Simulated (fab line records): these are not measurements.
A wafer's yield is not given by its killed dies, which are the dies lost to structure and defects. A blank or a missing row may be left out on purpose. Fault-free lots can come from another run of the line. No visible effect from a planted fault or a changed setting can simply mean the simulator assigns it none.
fab line records -- flow sfq-line -- part 1 of 2: steps 1 to 28 of 39
[record] lots = 5, wafers = 15, last-day = 88
route steps=325 shown I4@165 JJ@178 M5@198
lots that met no fault: taken from a fault-free run of the same line
start-h: start of the lot's first displayed wafer, in hours after the record's first day -- wait-h: hours from the lot's prior step to this one -- " repeats the value in the row above -- L1.1+2: a row that stands for several wafers -- - no value, or no start was given -- * or withheld: withheld -- < > ~ a bound
route shown NAME@n: names a module that has steps shown in the file, with the first one's number in the route -- usual: average and standard deviation across the fault-free wafers -- same: alike in all rows -- chamber/n: place in a boat -- sites: each site's reading -- _std_site: the values' standard deviation -- _edge_site: the outer-site mean with the inner-site mean subtracted -- radius-mm: how far each site lies from the wafer's centre -- mask NAME#n: copy n -- behind: the last tool/chamber to shape the wafer -- hold: reason for holding the lot/hours on hold/outcome of the hold -- device: the n, p or np transistor that did not switch -- end of line: tests run on the same wafers once the route is complete -- a step given without rows: its recipe and nothing more -- killed: count of dies lost to structure and defects at first sort (not the wafer's yield) -- map: dies across one wafer; x = killed, . = not, _ = none there
set.NAME: the run value of the setting; set.NAME@STEP: its run value at that earlier step -- model.NAME: the simulator's own value behind a step, which no gauge read
lots at some steps of the route; a table a step, a row a wafer
services: from which hour (start-h, from the record's first day; less than 0 if before it) a tool's chamber was out of use, for how many hours, and why
[[steps]]
[step SFQ_I4_BOW_MEAS_927]
[recipe] mode = bow
[usual] I4_BOW = 5/9.7
lot.wafer,tool,chamber,start-h,wait-h,I4_BOW[um]
L074.2,film-metro-02,-,1187.82,1.0,-3
L074.4,film-metro-02,-,1187.82,1.0,-12
L074.5,film-metro-02,-,1187.82,1.0,2
L075.1,film-metro-02,-,1190.80,1.0,-2
L075.5,film-metro-02,-,1190.80,1.0,-1
L075.6,film-metro-02,-,1190.80,1.0,0
L076.1,film-metro-04,-,1192.49,2.0,3
L076.4,film-metro-04,-,1192.49,2.0,8
L076.6,film-metro-04,-,1192.49,2.0,15
L081.4,film-metro-03,-,1452.43,1.6,8
L081.5,film-metro-03,-,1452.43,1.6,17
L081.6,film-metro-03,-,1452.43,1.6,14
L091.2,film-metro-03,-,1484.48,2.5,6
L091.4,film-metro-03,-,1484.48,2.5,16
L091.5,film-metro-03,-,1484.48,2.5,8
[step SFQ_TRILAYER_I4_METRO_MEASURE_101]
[usual] thk-nm = 199.4/1.1
lot.wafer,tool,chamber,start-h,wait-h,thk-nm
L074.2,film-metro-02,-,1188.12,0.3,198.3
L074.4,film-metro-02,-,1188.12,0.3,199.7
L074.5,film-metro-02,-,1188.12,0.3,200.8
L075.1,film-metro-02,-,1190.92,0.1,201.3
L075.5,film-metro-02,-,1190.92,0.1,198.4
L075.6,film-metro-02,-,1190.92,0.1,200.1
L076.1,film-metro-04,-,1192.61,0.1,199.8
L076.4,film-metro-04,-,1192.61,0.1,198.9
L076.6,film-metro-04,-,1192.61,0.1,199.8
L081.4,film-metro-03,-,1453.09,0.6,200.3
L081.5,film-metro-03,-,1453.09,0.6,199.1
L081.6,film-metro-03,-,1453.09,0.6,201.8
L091.2,film-metro-03,-,1484.78,0.3,197.4
L091.4,film-metro-03,-,1484.78,0.3,200.3
L091.5,film-metro-03,-,1484.78,0.3,196.6
[step SFQ_TRILAYER_I4_VIA_LITHO_COAT_108]
[recipe] resist = BARC, spin-rpm = 3000, resist-thk-nm = 62
lot.wafer,tool,chamber,start-h,wait-h
L074.2+4+5,litho-track-01,0,1189.17,0.8
L075.1+5+6,litho-track-01,0,1192.12,1.0
L076.1+4+6,litho-track-04,0,1193.81,1.0
L081.4+5+6,litho-track-03,0,1453.84,0.6
L091.2+4+5,litho-track-03,0,1485.83,0.8
[step SFQ_TRILAYER_I4_VIA_LITHO_COAT_103]
[recipe] resist = KrF, spin-rpm = 3000, resist-thk-nm = 650
lot.wafer,tool,chamber,start-h,wait-h
L074.2+4+5,litho-track-01,0,1189.47,0.2
L075.1+5+6,litho-track-01,0,1192.42,0.2
L076.1+4+6,litho-track-04,0,1194.11,0.2
L081.4+5+6,litho-track-03,0,1454.14,0.2
L091.2+4+5,litho-track-03,0,1486.13,0.2
[step SFQ_TRILAYER_I4_VIA_LITHO_SOFTBAKE_107]
[recipe] temp-c = withheld, time-s = withheld, resist = KrF
lot.wafer,tool,chamber,start-h,wait-h
L074.2+4+5,litho-track-01,0,1189.75,0.2
L075.1+5+6,litho-track-01,0,1192.72,0.2
L076.1+4+6,litho-track-04,0,1194.41,0.2
L081.4+5+6,litho-track-03,0,1454.37,0.2
L091.2+4+5,litho-track-03,0,1486.41,0.2
[step SFQ_TRILAYER_I4_VIA_LITHO_EXPOSE_104]
[recipe] mask-id = I4, na = 0.6, source-shape = conventional, sigma-outer = 0.65, target-cd-nm = 700, dose-mj = 21.3
[usual] reticle-temp-C = 23.01/0.1
lot.wafer,tool,chamber,start-h,wait-h,mask,reticle-temp-C
L074.2,krf-scanner-01,0,1191.89,-,I4#0,22.91
L074.4,krf-scanner-01,0,1191.89,-,I4#0,23.05
L074.5,krf-scanner-01,0,1191.89,-,I4#0,22.93
L075.1,krf-scanner-01,0,1194.09,-,I4#0,23.06
L075.5,krf-scanner-01,0,1194.09,-,I4#0,22.89
L075.6,krf-scanner-01,0,1194.09,-,I4#0,22.97
L076.1,krf-scanner-02,0,1304.03,-,I4#0,23.15
L076.4,krf-scanner-02,0,1304.03,-,I4#0,22.87
L076.6,krf-scanner-02,0,1304.03,-,I4#0,23.06
L081.4,krf-scanner-02,0,1455.04,-,I4#0,22.94
L081.5,krf-scanner-02,0,1455.04,-,I4#0,23.01
L081.6,krf-scanner-02,0,1455.04,-,I4#0,22.85
L091.2,krf-scanner-01,0,1493.40,-,I4#0,22.91
L091.4,krf-scanner-01,0,1493.40,-,I4#0,22.85
L091.5,krf-scanner-01,0,1493.40,-,I4#0,22.85
[step SFQ_TRILAYER_I4_VIA_LITHO_PEB_106]
[recipe] peb-temp-c = 115, peb-time-s = 60, resist = KrF
[usual] heater-power-total-W = 79.15/0.073
lot.wafer,tool,chamber,start-h,wait-h,heater-power-total-W
L074.2,litho-track-03,0,1192.92,0.8,79.04
L074.4,litho-track-03,0,1192.92,0.8,79.25
L074.5,litho-track-03,0,1192.92,0.8,79.08
L075.1,litho-track-03,0,1195.29,1.0,79.26
L075.5,litho-track-03,0,1195.29,1.0,79.15
L075.6,litho-track-03,0,1195.29,1.0,79.10
L076.1,litho-track-03,0,1305.23,1.0,79.20
L076.4,litho-track-03,0,1305.23,1.0,79.20
L076.6,litho-track-03,0,1305.23,1.0,79.06
L081.4,litho-track-03,0,1455.72,0.5,79.20
L081.5,litho-track-03,0,1455.72,0.5,79.21
L081.6,litho-track-03,0,1455.72,0.5,79.14
L091.2,litho-track-04,0,1494.42,0.8,79.14
L091.4,litho-track-04,0,1494.42,0.8,79.16
L091.5,litho-track-04,0,1494.42,0.8,79.20
[step SFQ_TRILAYER_I4_VIA_LITHO_DEVELOP_105]
[recipe] time-s = 60, resist = KrF
lot.wafer,tool,chamber,start-h,wait-h
L074.2+4+5,litho-track-03,0,1193.07,0.1
L075.1+5+6,litho-track-03,0,1195.44,0.1
L076.1+4+6,litho-track-03,0,1305.38,0.1
L081.4+5+6,litho-track-03,0,1455.87,0.1
L091.2+4+5,litho-track-04,0,1494.57,0.1
[step SFQ_I4_OVL_MEAS_928]
[usual] I4_OVL = -3/5.5
lot.wafer,tool,chamber,start-h,wait-h,I4_OVL[nm]
L074.2,overlay-01,-,1193.20,0.1,-3
L074.4,overlay-01,-,1193.20,0.1,-7
L074.5,overlay-01,-,1193.20,0.1,-4
L075.1,overlay-02,-,1195.59,0.1,8
L075.5,overlay-02,-,1195.59,0.1,9
L075.6,overlay-02,-,1195.59,0.1,6
L076.1,overlay-02,-,1305.53,0.1,-3
L076.4,overlay-02,-,1305.53,0.1,4
L076.6,overlay-02,-,1305.53,0.1,-2
L081.4,overlay-01,-,1455.96,0.1,-1
L081.5,overlay-01,-,1455.96,0.1,-6
L081.6,overlay-01,-,1455.96,0.1,-5
L091.2,overlay-02,-,1494.70,0.1,-13
L091.4,overlay-02,-,1494.70,0.1,-8
L091.5,overlay-02,-,1494.70,0.1,-9
[step SFQ_TRILAYER_I4_VIA_BARC_OPEN_VIA_ETCH_146]
[recipe] mask-material = PR, chemistry = O2, target-depth-nm = 125, target = BARC, source-w = 500, bias-w = 80, pressure-mtorr = 30, time-s = 41.7
[usual] drypump-motor-current-A = 5.6/0.46, oes-product-au = 0.686/0.0043
lot.wafer,tool,chamber,start-h,wait-h,drypump-motor-current-A,oes-product-au,rf-hours-counter-h
L074.2,rie-diel-04,3,1193.23,0.0,6.0,0.682,7
L074.4,rie-diel-04,3,1193.23,0.0,6.0,0.686,-
L074.5,rie-diel-04,0,1193.23,0.0,5.7,0.682,-
L075.1,rie-diel-02,2,1195.63,0.0,5.0,0.691,4
L075.5,rie-diel-02,0,1195.63,0.0,5.5,0.681,-
L075.6,rie-diel-02,3,1195.63,0.0,5.9,0.692,-
L076.1,rie-diel-02,2,1305.57,0.0,5.0,0.687,5
L076.4,rie-diel-02,1,1305.57,0.0,5.0,0.684,14
L076.6,rie-diel-02,0,1305.57,0.0,5.5,0.678,-
L081.4,rie-diel-01,0,1455.98,0.0,5.6,0.693,18
L081.5,rie-diel-01,3,1455.98,0.0,5.3,0.684,-
L081.6,rie-diel-01,2,1455.98,0.0,6.9,0.684,-
L091.2,rie-diel-02,2,1494.73,0.0,5.0,0.682,8
L091.4,rie-diel-02,3,1494.73,0.0,5.9,0.682,15
L091.5,rie-diel-02,2,1494.73,0.0,5.0,0.695,-
[step SFQ_TRILAYER_I4_VIA_ETCH_VIA_ETCH_106]
[recipe] target = SiO2, stop-on = Nb, mask-material = PR, taper-deg = 20, chemistry = CHF3, target-depth-nm = 260, source-w = 500, bias-w = 80, pressure-mtorr = 30, time-s = withheld
[usual] drypump-motor-current-A = 5.6/0.46, oes-product-au = 0.853/0.0054
lot.wafer,tool,chamber,start-h,wait-h,drypump-motor-current-A,oes-product-au
L074.2,rie-diel-04,3,1193.27,0.0,6.1,0.854
L074.4,rie-diel-04,3,1193.27,0.0,6.1,0.851
L074.5,rie-diel-04,0,1193.27,0.0,5.7,0.864
L075.1,rie-diel-02,2,1195.67,0.0,5.0,0.858
L075.5,rie-diel-02,0,1195.67,0.0,5.5,0.845
L075.6,rie-diel-02,3,1195.67,0.0,5.8,0.852
L076.1,rie-diel-02,2,1305.61,0.0,5.0,0.860
L076.4,rie-diel-02,1,1305.61,0.0,5.0,0.861
L076.6,rie-diel-02,0,1305.61,0.0,5.5,0.855
L081.4,rie-diel-01,0,1456.02,0.0,5.7,0.856
L081.5,rie-diel-01,3,1456.02,0.0,5.3,0.849
L081.6,rie-diel-01,2,1456.02,0.0,6.9,0.863
L091.2,rie-diel-02,2,1494.77,0.0,5.0,0.850
L091.4,rie-diel-02,3,1494.77,0.0,5.8,0.864
L091.5,rie-diel-02,2,1494.77,0.0,5.0,0.840
[step SFQ_TRILAYER_I4_VIA_STRIP_STRIP_107]
[recipe] gas = O2, power-w = 200, platen-temp-c = 40, overash-fraction = 0.65, chemistry = O2, pressure-mtorr = 50
[usual] drypump-motor-current-A = 5.9/0.47, oes-product-au = 1.001/0.012
lot.wafer,tool,chamber,start-h,wait-h,drypump-motor-current-A,oes-product-au,rf-hours-counter-h
L074.2,rie-metal-04,0,1193.38,-,6.4,0.994,30
L074.4,rie-metal-04,0,1193.38,-,6.4,0.993,-
L074.5,rie-metal-04,0,1193.38,-,6.4,0.996,-
L075.1,rie-metal-04,1,1195.78,-,5.2,1.007,24
L075.5,rie-metal-04,1,1195.78,-,5.2,1.013,-
L075.6,rie-metal-04,0,1195.78,-,6.4,1.001,-
L076.1,rie-metal-01,0,1305.72,-,6.0,1.019,6
L076.4,rie-metal-01,0,1305.72,-,6.0,1.016,-
L076.6,rie-metal-01,0,1305.72,-,6.0,1.023,-
L081.4,rie-metal-01,0,1456.33,-,5.9,1.006,-
L081.5,rie-metal-01,0,1456.33,-,6.0,1.000,-
L081.6,rie-metal-01,1,1456.33,-,6.1,0.985,-
L091.2,rie-metal-04,1,1494.89,-,5.2,1.006,67
L091.4,rie-metal-04,1,1494.89,-,5.2,1.005,-
L091.5,rie-metal-04,0,1494.89,-,6.4,0.980,-
[step SFQ_TRILAYER_I4_VIA_STRIP_SOLV_CLEAN_108]
[recipe] chemistry = NMP, temp-c = 70, time-s = 600
lot.wafer,tool,chamber,start-h,wait-h
L074.2+4+5,wet-bench-01,"2,6,3",1193.98,0.4
L075.1+5+6,wet-bench-01,"2,5,1",1196.38,0.4
L076.1+4+6,wet-bench-03,"6,0,3",1306.32,0.4
L081.4+5+6,wet-bench-03,"5,1,4",1456.73,0.2
L091.2+4+5,wet-bench-03,"0,3,2",1495.49,0.4
[step SFQ_TRILAYER_JJ_TRILAYER_DEP_PRE_CLEAN_113]
[recipe] gas = Ar, time-s = 22.5, bias-v = 250
[usual] bias-v = 250.1/2.5
lot.wafer,tool,chamber,start-h,wait-h,bias-v
L074.2,pvd-sputter-04,-,1194.16,0.0,248.8
L074.4,pvd-sputter-04,-,1194.16,0.0,249.6
L074.5,pvd-sputter-04,-,1194.16,0.0,251.2
L075.1,pvd-sputter-05,-,1196.56,0.0,248.7
L075.5,pvd-sputter-05,-,1196.56,0.0,245.4
L075.6,pvd-sputter-05,-,1196.56,0.0,250.8
L076.1,pvd-sputter-05,-,1306.50,0.0,251.2
L076.4,pvd-sputter-05,-,1306.50,0.0,247.6
L076.6,pvd-sputter-05,-,1306.50,0.0,251.9
L081.4,pvd-sputter-03,-,1456.92,0.0,247.9
L081.5,pvd-sputter-03,-,1456.92,0.0,252.2
L081.6,pvd-sputter-03,-,1456.92,0.0,251.7
L091.2,pvd-sputter-03,-,1495.68,0.0,250.3
L091.4,pvd-sputter-03,-,1495.68,0.0,244.5
L091.5,pvd-sputter-03,-,1495.68,0.0,247.5
[step SFQ_TRILAYER_JJ_TRILAYER_DEP_SPUTTER_109]
[recipe] material = Nb, base-pressure-pa = 1.33e-06, chamber-pressure-pa = 0.1333, substrate-temp-c = 20, target-thk-nm = 150, power-w = 2000, time-s = 100
[usual] cathode-dc-power-W = 2000.0/0.38, throttle-valve-pct = 29.8/0.73
lot.wafer,tool,chamber,start-h,wait-h,cathode-dc-power-W,throttle-valve-pct
L074.2,pvd-sputter-04,-,1194.19,0.0,1999.9,29.0
L074.4,pvd-sputter-04,-,1194.19,0.0,2000.9,31.1
L074.5,pvd-sputter-04,-,1194.19,0.0,2000.3,31.1
L075.1,pvd-sputter-05,-,1196.59,0.0,2000.3,28.5
L075.5,pvd-sputter-05,-,1196.59,0.0,1999.6,28.4
L075.6,pvd-sputter-05,-,1196.59,0.0,2000.0,30.0
L076.1,pvd-sputter-05,-,1306.52,0.0,2000.0,28.8
L076.4,pvd-sputter-05,-,1306.52,0.0,2000.2,30.2
L076.6,pvd-sputter-05,-,1306.52,0.0,1999.1,28.8
L081.4,pvd-sputter-03,-,1456.97,0.0,2000.3,28.9
L081.5,pvd-sputter-03,-,1456.97,0.0,1999.9,29.6
L081.6,pvd-sputter-03,-,1456.97,0.0,1999.7,30.3
L091.2,pvd-sputter-03,-,1495.71,0.0,2000.8,30.0
L091.4,pvd-sputter-03,-,1495.71,0.0,1999.3,29.4
L091.5,pvd-sputter-03,-,1495.71,0.0,1999.6,29.7
[step SFQ_TRILAYER_JJ_TRILAYER_DEP_SPUTTER_110]
[recipe] material = Al, base-pressure-pa = 1.33e-06, target-thk-nm = 8, power-w = 500, time-s = 10, chamber-pressure-pa = 0.4
[usual] cathode-dc-power-W = 499.99/0.092, throttle-valve-pct = 29.8/0.71
lot.wafer,tool,chamber,start-h,wait-h,cathode-dc-power-W,throttle-valve-pct
L074.2,pvd-sputter-04,-,1194.26,0.0,500.06,29.5
L074.4,pvd-sputter-04,-,1194.26,0.0,500.09,31.3
L074.5,pvd-sputter-04,-,1194.26,0.0,500.08,31.1
L075.1,pvd-sputter-05,-,1196.66,0.0,500.03,28.8
L075.5,pvd-sputter-05,-,1196.66,0.0,499.97,28.6
L075.6,pvd-sputter-05,-,1196.66,0.0,500.04,29.7
L076.1,pvd-sputter-05,-,1306.60,0.0,500.04,28.8
L076.4,pvd-sputter-05,-,1306.60,0.0,499.95,30.2
L076.6,pvd-sputter-05,-,1306.60,0.0,500.04,28.8
L081.4,pvd-sputter-03,-,1457.02,0.0,500.03,29.3
L081.5,pvd-sputter-03,-,1457.02,0.0,500.15,29.9
L081.6,pvd-sputter-03,-,1457.02,0.0,500.07,30.8
L091.2,pvd-sputter-03,-,1495.78,0.0,499.97,29.8
L091.4,pvd-sputter-03,-,1495.78,0.0,499.90,29.1
L091.5,pvd-sputter-03,-,1495.78,0.0,500.11,29.9
[step SFQ_TRILAYER_JJ_TRILAYER_DEP_AL_OXIDATION_111]
[recipe] pressure-mbar = 0.014667, oxidation-time-s = 600, temperature-k = 293
lot.wafer,tool,chamber,start-h,wait-h
L074.2+4+5,pvd-sputter-04,-,1194.28,0.0
L075.1+5+6,pvd-sputter-05,-,1196.68,0.0
L076.1+4+6,pvd-sputter-05,-,1306.62,0.0
L081.4+5+6,pvd-sputter-03,-,1457.53,0.5
L091.2+4+5,pvd-sputter-03,-,1495.80,0.0
[step SFQ_TRILAYER_JJ_TRILAYER_DEP_SPUTTER_112]
[recipe] material = Nb, base-pressure-pa = 1.33e-06, chamber-pressure-pa = 0.1333, substrate-temp-c = 20, target-thk-nm = 170, power-w = 2000, time-s = 113.3
[usual] cathode-dc-power-W = 2000.0/0.34, throttle-valve-pct = 29.8/0.72
lot.wafer,tool,chamber,start-h,wait-h,cathode-dc-power-W,throttle-valve-pct
L074.2,pvd-sputter-04,-,1195.28,0.5,2000.0,29.5
L074.4,pvd-sputter-04,-,1195.28,0.5,2000.2,31.6
L074.5,pvd-sputter-04,-,1195.28,0.5,2000.0,31.2
L075.1,pvd-sputter-05,-,1197.68,0.5,1999.8,28.7
L075.5,pvd-sputter-05,-,1197.68,0.5,1999.3,28.5
L075.6,pvd-sputter-05,-,1197.68,0.5,2000.3,29.6
L076.1,pvd-sputter-05,-,1307.62,0.5,2000.1,28.6
L076.4,pvd-sputter-05,-,1307.62,0.5,2000.3,30.2
L076.6,pvd-sputter-05,-,1307.62,0.5,1999.9,28.3
L081.4,pvd-sputter-03,-,1458.07,0.0,1999.7,29.2
L081.5,pvd-sputter-03,-,1458.07,0.0,2000.0,30.0
L081.6,pvd-sputter-03,-,1458.07,0.0,1999.8,30.4
L091.2,pvd-sputter-03,-,1496.80,0.5,2000.2,29.9
L091.4,pvd-sputter-03,-,1496.80,0.5,1999.9,29.3
L091.5,pvd-sputter-03,-,1496.80,0.5,1999.9,30.0
[step SFQ_JJ_RS_MEAS_929]
[recipe] thk-meas-gauge = four-point-probe, reads = Nb_of_TRILAYER_JJ_TRILAYER_DEP_SPUTTER_112
[usual] JJ_NB_RS = 1.052/0.011
lot.wafer,tool,chamber,start-h,wait-h,JJ_NB_RS[ohm/sq]
L074.2,film-metro-01,-,1195.38,0.1,1.065
L074.4,film-metro-01,-,1195.38,0.1,1.057
L074.5,film-metro-01,-,1195.38,0.1,1.051
L075.1,film-metro-03,-,1197.76,0.0,1.060
L075.5,film-metro-03,-,1197.76,0.0,1.066
L075.6,film-metro-03,-,1197.76,0.0,1.062
L076.1,film-metro-01,-,1307.70,0.0,1.072
L076.4,film-metro-01,-,1307.70,0.0,1.065
L076.6,film-metro-01,-,1307.70,0.0,1.067
L081.4,film-metro-03,-,1458.17,0.1,1.041
L081.5,film-metro-03,-,1458.17,0.1,1.044
L081.6,film-metro-03,-,1458.17,0.1,1.051
L091.2,film-metro-01,-,1496.90,0.1,1.040
L091.4,film-metro-01,-,1496.90,0.1,1.038
L091.5,film-metro-01,-,1496.90,0.1,1.042
[step SFQ_TRILAYER_JJ_CE_LITHO_COAT_119]
[recipe] resist = BARC, spin-rpm = 3000, resist-thk-nm = 62
lot.wafer,tool,chamber,start-h,wait-h
L074.2+4+5,litho-track-03,0,1195.64,0.1
L075.1+5+6,litho-track-04,0,1197.94,0.1
L076.1+4+6,litho-track-03,0,1307.88,0.1
L081.4+5+6,litho-track-02,0,1458.44,0.2
L091.2+4+5,litho-track-04,0,1497.11,0.1
[step SFQ_TRILAYER_JJ_CE_LITHO_COAT_114]
[recipe] resist = KrF, spin-rpm = 3000, resist-thk-nm = 600
lot.wafer,tool,chamber,start-h,wait-h
L074.2+4+5,litho-track-03,0,1195.94,0.2
L075.1+5+6,litho-track-04,0,1198.24,0.2
L076.1+4+6,litho-track-03,0,1308.18,0.2
L081.4+5+6,litho-track-02,0,1458.74,0.2
L091.2+4+5,litho-track-04,0,1497.41,0.2
[step SFQ_TRILAYER_JJ_CE_LITHO_SOFTBAKE_118]
[recipe] temp-c = withheld, time-s = withheld, resist = KrF
lot.wafer,tool,chamber,start-h,wait-h
L074.2+4+5,litho-track-03,0,1196.22,0.2
L075.1+5+6,litho-track-04,0,1198.54,0.2
L076.1+4+6,litho-track-03,0,1308.48,0.2
L081.4+5+6,litho-track-02,0,1458.97,0.2
L091.2+4+5,litho-track-04,0,1497.68,0.2
[step SFQ_TRILAYER_JJ_CE_LITHO_EXPOSE_115]
[recipe] mask-id = J5, na = 0.6, source-shape = conventional, sigma-outer = 0.65, target-cd-nm = 700, dose-mj = 14.4
[usual] reticle-temp-C = 23.00/0.1
lot.wafer,tool,chamber,start-h,wait-h,mask,reticle-temp-C
L074.2,krf-scanner-02,0,1196.54,-,J5#0,23.15
L074.4,krf-scanner-02,0,1196.54,-,J5#0,23.17
L074.5,krf-scanner-02,0,1196.54,-,J5#0,22.99
L075.1,krf-scanner-02,0,1198.69,-,J5#0,23.23
L075.5,krf-scanner-02,0,1198.69,-,J5#0,23.00
L075.6,krf-scanner-02,0,1198.69,-,J5#0,22.97
L076.1,krf-scanner-02,0,1431.20,-,J5#0,23.08
L076.4,krf-scanner-02,0,1431.20,-,J5#0,22.97
L076.6,krf-scanner-02,0,1431.20,-,J5#0,23.01
L081.4,krf-scanner-01,0,1459.77,-,J5#0,22.99
L081.5,krf-scanner-01,0,1459.77,-,J5#0,22.95
L081.6,krf-scanner-01,0,1459.77,-,J5#0,23.28
L091.2,krf-scanner-01,0,1506.60,-,J5#0,23.10
L091.4,krf-scanner-01,0,1506.60,-,J5#0,22.95
L091.5,krf-scanner-01,0,1506.60,-,J5#0,22.96
[step SFQ_TRILAYER_JJ_CE_LITHO_PEB_117]
[recipe] peb-temp-c = 115, peb-time-s = 60, resist = KrF
[usual] heater-power-total-W = 79.15/0.063
lot.wafer,tool,chamber,start-h,wait-h,heater-power-total-W
L074.2,litho-track-03,0,1197.57,0.8,79.27
L074.4,litho-track-03,0,1197.57,0.8,79.16
L074.5,litho-track-03,0,1197.57,0.8,79.23
L075.1,litho-track-03,0,1199.89,1.0,79.23
L075.5,litho-track-03,0,1199.89,1.0,79.09
L075.6,litho-track-03,0,1199.89,1.0,79.08
L076.1,litho-track-04,0,1432.40,1.0,79.21
L076.4,litho-track-04,0,1432.40,1.0,79.11
L076.6,litho-track-04,0,1432.40,1.0,79.10
L081.4,litho-track-04,0,1460.44,0.5,79.24
L081.5,litho-track-04,0,1460.44,0.5,79.19
L081.6,litho-track-04,0,1460.44,0.5,79.14
L091.2,litho-track-03,0,1507.62,0.8,79.22
L091.4,litho-track-03,0,1507.62,0.8,79.17
L091.5,litho-track-03,0,1507.62,0.8,79.17
[step SFQ_TRILAYER_JJ_CE_LITHO_DEVELOP_116]
[recipe] time-s = 60, resist = KrF
lot.wafer,tool,chamber,start-h,wait-h
L074.2+4+5,litho-track-03,0,1197.72,0.1
L075.1+5+6,litho-track-03,0,1200.04,0.1
L076.1+4+6,litho-track-04,0,1432.55,0.1
L081.4+5+6,litho-track-04,0,1460.59,0.1
L091.2+4+5,litho-track-03,0,1507.77,0.1
[step SFQ_JJ_OVL_MEAS_931]
[usual] J5_OVL = 0/5.2
lot.wafer,tool,chamber,start-h,wait-h,J5_OVL[nm]
L074.2,overlay-01,-,1197.85,0.1,7
L074.4,overlay-01,-,1197.85,0.1,2
L074.5,overlay-01,-,1197.85,0.1,7
L075.1,overlay-02,-,1200.19,0.1,3
L075.5,overlay-02,-,1200.19,0.1,3
L075.6,overlay-02,-,1200.19,0.1,5
L076.1,overlay-01,-,1432.70,0.1,6
L076.4,overlay-01,-,1432.70,0.1,7
L076.6,overlay-01,-,1432.70,0.1,14
L081.4,overlay-01,-,1460.68,0.1,7
L081.5,overlay-01,-,1460.68,0.1,4
L081.6,overlay-01,-,1460.68,0.1,2
L091.2,overlay-02,-,1507.90,0.1,3
L091.4,overlay-02,-,1507.90,0.1,4
L091.5,overlay-02,-,1507.90,0.1,6
[step SFQ_TRILAYER_JJ_CE_METRO_MEASURE_117]
[usual] cd-nm = 700.2/1.1
lot.wafer,tool,chamber,start-h,wait-h,cd-nm
L074.2,cd-sem-01,-,1198.08,0.2,699.5
L074.4,cd-sem-01,-,1198.08,0.2,698.9
L074.5,cd-sem-01,-,1198.08,0.2,700.4
L075.1,cd-sem-02,-,1200.23,0.0,701.6
L075.5,cd-sem-02,-,1200.23,0.0,701.1
L075.6,cd-sem-02,-,1200.23,0.0,701.1
L076.1,cd-sem-01,-,1432.74,0.0,701.6
L076.4,cd-sem-01,-,1432.74,0.0,701.0
L076.6,cd-sem-01,-,1432.74,0.0,700.5
L081.4,cd-sem-02,-,1461.30,0.6,700.8
L081.5,cd-sem-02,-,1461.30,0.6,701.1
L081.6,cd-sem-02,-,1461.30,0.6,700.7
L091.2,cd-sem-02,-,1508.13,0.2,700.4
L091.4,cd-sem-02,-,1508.13,0.2,699.3
L091.5,cd-sem-02,-,1508.13,0.2,701.1
[step SFQ_TRILAYER_JJ_CE_BARC_OPEN_RIE_150]
[recipe] mask-material = PR, chemistry = O2, target-depth-nm = 240, target = BARC, icp-w = 600, bias-w = 80, pressure-mtorr = 10, time-s = 80
[usual] drypump-motor-current-A = 6.0/0.44, oes-product-au = 0.538/0.0046
lot.wafer,tool,chamber,start-h,wait-h,drypump-motor-current-A,oes-product-au,rf-hours-counter-h
L074.2,rie-metal-02,0,1199.08,0.8,6.2,0.536,48
L074.4,rie-metal-02,1,1199.08,0.8,5.9,0.535,-
L074.5,rie-metal-02,1,1199.08,0.8,5.9,0.547,-
L075.1,rie-metal-02,1,1201.43,1.0,5.9,0.551,9
L075.5,rie-metal-02,0,1201.43,1.0,6.3,0.542,-
L075.6,rie-metal-02,1,1201.43,1.0,5.9,0.537,-
L076.1,rie-metal-03,1,1433.94,1.0,5.7,0.537,54
L076.4,rie-metal-03,0,1433.94,1.0,6.6,0.534,-
L076.6,rie-metal-03,1,1433.94,1.0,5.7,0.533,-
L081.4,rie-metal-04,1,1461.94,0.4,5.1,0.542,-
L081.5,rie-metal-04,1,1461.94,0.4,5.2,0.536,-
L081.6,rie-metal-04,0,1461.94,0.4,6.4,0.543,-
L091.2,rie-metal-02,0,1509.13,0.8,6.3,0.536,97
L091.4,rie-metal-02,1,1509.13,0.8,5.9,0.536,-
L091.5,rie-metal-02,0,1509.13,0.8,6.3,0.537,-
